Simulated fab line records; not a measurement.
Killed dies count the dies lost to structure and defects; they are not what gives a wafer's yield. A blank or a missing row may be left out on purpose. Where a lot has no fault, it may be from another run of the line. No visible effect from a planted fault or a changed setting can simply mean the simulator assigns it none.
Problem report, 8D (eight disciplines) form, completed by code ; flow sfq line ; the parts of the form that need people (team, actions taken, sign-off) are left out

1. WHAT IS WRONG
rf fwd power W at SFQ_TRILAYER_I3_VIA_BARC_OPEN_VIA_ETCH_121 reads a mean of 415.7 W on 3 wafers of 2 lots; wafers without a fault read 494.4 W with a standard deviation of 2. Relative to the usual mean, that is a shift of -39 standard deviations.
The step: etches BARC in O2, target depth 125 nm, time 41.7 s.
Earliest sighting: wafer L954.3 on rie diel-01 at day 54 08:05. At this step, 42 wafers from 14 lots have a number in the record. Rule for "out" (also "out of limits"): further than 4 standard deviations from the usual mean. The other wafers with a number count as sound.

2. WHAT IT IS AND WHAT IT IS NOT
question;is;is not
which readings at this step;rf fwd power W;drypump motor current A, oes product au
which lots;L954, L956;L944, L947, L948, L949, L950, L952, L953, L955, L964, L965, L966, L967
which wafers of those lots;L954.3, L956.1, L956.4;L954.1, L954.2, L956.5
read on which tools;rie diel-01;rie diel-02, rie diel-04
when;from day 54 08:05;"up to then (23 sound wafers); but 16 sound wafers of L955, L956, L964, L965, L966, L967 came after"

3. THE SUSPECTS, EACH WITH WHAT RULES IT OUT
Counting: any tool at a process step up to the reading remains a suspect provided it ran every lot that is out. Sound lots after the first of them don't rule it out here, since some wafers of a struck lot are sound.
- rie diel-01 at SFQ_TRILAYER_I3_VIA_BARC_OPEN_VIA_ETCH_121 (etches BARC in O2, target depth 125 nm, time 41.7 s): kept. Ran every lot that is out, first one L954 (day 54 08:05); last sound lot up to then L950 (day 51 19:16). On those wafers its own readings are out: rf fwd power W.
- Within rie diel-01 at SFQ_TRILAYER_I3_VIA_BARC_OPEN_VIA_ETCH_121: the wafers that are out ran in chamber 3; their sound lot-mates ran in chambers 0, 1.
The count leaves rie diel-01 at SFQ_TRILAYER_I3_VIA_BARC_OPEN_VIA_ETCH_121.

4. THE CAUSE (what the simulator had put in)
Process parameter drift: rie diel-01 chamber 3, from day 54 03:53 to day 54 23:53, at SFQ_TRILAYER_I3_VIA_BARC_OPEN_VIA_ETCH_121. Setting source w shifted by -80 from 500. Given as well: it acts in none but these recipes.
Only this tool survived the counting.

5. THE CHAIN OF EFFECTS, in route order
Each row: a reading whose mean over the struck wafers that have a number lies more than 3 standard deviations from the usual. Only readings for which the record gives a usual standard deviation are gone through. hours: the time from each lot's start at the first step in this table that gives one to its start at this step, as a median over the lots. sigmas: the change in usual standard deviations.
hours;step;reading;usual;on struck wafers;change;sigmas
0;SFQ_TRILAYER_I3_VIA_BARC_OPEN_VIA_ETCH_121;rf fwd power W;494.4 W;415.7;-78.7;-39
Here are the process steps it includes:
- SFQ_TRILAYER_I3_VIA_BARC_OPEN_VIA_ETCH_121: etches BARC in O2, target depth 125 nm, time 41.7 s.

6. WHAT WOULD HAVE CAUGHT IT SOONER
The fault began at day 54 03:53; the first out-of-limits reading in this record came at day 54 08:05, 4 hours later.
